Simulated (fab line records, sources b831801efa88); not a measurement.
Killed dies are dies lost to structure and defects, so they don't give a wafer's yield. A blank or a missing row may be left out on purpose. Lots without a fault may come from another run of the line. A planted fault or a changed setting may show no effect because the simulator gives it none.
One fault seen from 2 desks | flow gf180mcu | each desk has only its own numbers; what lay behind them comes last

THE METROLOGY DESK
What the gauges read, lot by lot, whatever tool the lot ran on: means of the sampled wafers that have a number. A lot is out of limits, marked OUT, if its mean lies more than 4 standard deviations from the usual mean; the brackets give that distance.
Columns: A = cd_nm at GF_CONTACT_CD_MEAS_14, usual 220.0 nm; B = CONTACT_W_RS at GF_CONTACT_RS_MEAS_25, usual 0.383 ohm/sq; C = CONTACT_W_THK at GF_CONTACT_THK_MEAS_26, usual 300 nm
lot  | first seen here | A     | B     | C
L163 | day 16 01:14    | 219.2 | 0.385 | 299
L164 | day 16 12:56    | 219.7 | 0.385 | 298
L166 | day 17 02:51    | 224.1 | 0.379 | 302
L168 | day 18 04:01    | 219.8 | 0.385 | 300
L169 | day 18 10:49    | 220.4 | 0.376 | 306
L170 | day 18 22:58    | 218.7 | 0.387 | 299
L171 | day 19 06:40    | 220.9 | 0.374 | 310
L179 | day 21 21:10    | 218.3 | 0.384 | 302
L180 | day 22 12:11    | 219.1 | 0.381 | 305
L181 | day 22 13:23    | 219.8 | 0.381 | 299
L183 | day 23 07:13    | 218.6 | 0.377 | 303
L186 | day 24 08:14    | 222.1 | 0.379 | 301
This desk's finding: nothing out of limits on any of the 12 lots.

THE TOOL OWNER'S DESK: cvd_w-01
The tool's own readings at GF_CONTACT_CVD_24 (deposits W, target thk 300 nm, time 90.339 s): means of the sampled wafers that have a number, for each lot that ran on this tool. A lot is out of limits, marked OUT, if its mean lies more than 4 standard deviations from the usual mean; the brackets give that distance.
Columns: A = chamber_pressure_Torr at GF_CONTACT_CVD_24, usual 40.00 Torr; B = heater_power_w at GF_CONTACT_CVD_24, usual 860 W
lot  | first seen here | A               | B
L163 | day 16 02:00    | 40.04           | 877
L166 | day 17 03:33    | 39.91           | 852
L169 | day 18 11:32    | 41.11 (+13) OUT | 860
L171 | day 19 07:23    | 42.20 (+25) OUT | 851
L179 | day 21 21:53    | 39.94           | 861
L180 | day 22 12:55    | 39.99           | 889
L181 | day 22 14:06    | 39.98           | 867
L183 | day 23 07:56    | 40.01           | 879
L186 | day 24 08:58    | 39.92           | 870
This desk's finding: out of limits on L169, L171; first on L169, day 18 11:32 (chamber_pressure_Torr at GF_CONTACT_CVD_24). In limits: L163, L166, L179, L180, L181, L183, L186.

PUT TOGETHER
The tool owner's desk could have raised an alarm at day 18 11:32, on L169, L171.
The metrology desk saw nothing out of limits.
The metrology desk has L169, L171 on record, within its limits.
Of the lots named, all ran GF_CONTACT_CVD_24 on cvd_w-01.

WHAT THE SIMULATOR HAD PUT IN
Process parameter drift: cvd_w-01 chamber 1, from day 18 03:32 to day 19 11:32, at GF_CONTACT_CVD_24. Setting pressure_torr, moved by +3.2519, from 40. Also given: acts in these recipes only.
Lots struck among those shown: L169, L171.
Hours from the fault's start to each desk's first reading out of limits: the tool owner's desk, 8.
